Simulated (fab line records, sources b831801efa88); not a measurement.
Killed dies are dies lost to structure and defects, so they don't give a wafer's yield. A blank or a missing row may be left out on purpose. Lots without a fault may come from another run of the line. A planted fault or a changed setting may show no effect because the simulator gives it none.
One fault seen from 2 desks | flow gf180mcu | each desk has only its own numbers; what lay behind them comes last

THE TOOL OWNER'S DESK: pvd_sputter-02
The tool's own readings at GF_M2_SPUTTER_02 (material AlCu, target thk 450 nm, time 23.9 s): means of the sampled wafers that have a number, for each lot that ran on this tool. A lot is out of limits, marked OUT, if its mean lies more than 4 standard deviations from the usual mean; the brackets give that distance.
Columns: A = cathode_dc_power_W at GF_M2_SPUTTER_02, usual 10600 W; B = throttle_valve_pct at GF_M2_SPUTTER_02, usual 30.9 %
lot  | first seen here | A                       | B
L243 | day 18 16:10    | 10599                   | 31.3
L258 | day 24 02:07    | 10833 (+99 or more) OUT | 30.4
This desk's finding: out of limits on L258; first on L258, day 24 02:07 (cathode_dc_power_W at GF_M2_SPUTTER_02). In limits: L243.

THE METROLOGY DESK
What the gauges read, lot by lot, whatever tool the lot ran on: means of the sampled wafers that have a number. A lot is out of limits, marked OUT, if its mean lies more than 4 standard deviations from the usual mean; the brackets give that distance.
Columns: A = V1_W_RS at GF_V1_RS_MEAS_24, usual 0.329 ohm/sq; B = V1_W_THK at GF_V1_THK_MEAS_25, usual 341 nm; C = M2_ALCU_RS at GF_M2_RS_MEAS_05, usual 0.0695 ohm/sq; D = M2_ALCU_THK at GF_M2_THK_MEAS_06, usual 445 nm; E = cd_nm at GF_M2_CD_MEAS_14, usual 279.8 nm; F = M2_OVL at GF_M2_OVL_MEAS_15, usual 2 nm
lot  | first seen here | A     | B   | C      | D   | E     | F
L243 | day 18 15:34    | 0.329 | 344 | 0.0698 | 445 | 281.8 | 5
L245 | day 19 18:50    | 0.329 | 344 | 0.0682 | 453 | 279.9 | -9
L257 | day 23 19:21    | 0.331 | 337 | 0.0703 | 438 | 279.1 | 7
L258 | day 24 01:31    | 0.326 | 343 | 0.0675 | 458 | 278.5 | 3
L265 | day 26 09:01    | 0.334 | 336 | 0.0679 | 457 | 279.3 | -4
This desk's finding: nothing out of limits on any of the 5 lots.

PUT TOGETHER
The tool owner's desk could have raised an alarm at day 24 02:07, on L258.
The metrology desk saw nothing out of limits.
The metrology desk has L258 on record, within its limits.
Of the lots named, all ran GF_M2_SPUTTER_02 on pvd_sputter-02.

WHAT THE SIMULATOR HAD PUT IN
Process parameter drift: pvd_sputter-02, from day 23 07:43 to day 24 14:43, at GF_M2_SPUTTER_02. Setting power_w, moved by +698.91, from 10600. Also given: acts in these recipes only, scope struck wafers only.
Lots struck among those shown: L258.
Hours from the fault's start to each desk's first reading out of limits: the tool owner's desk, 18.
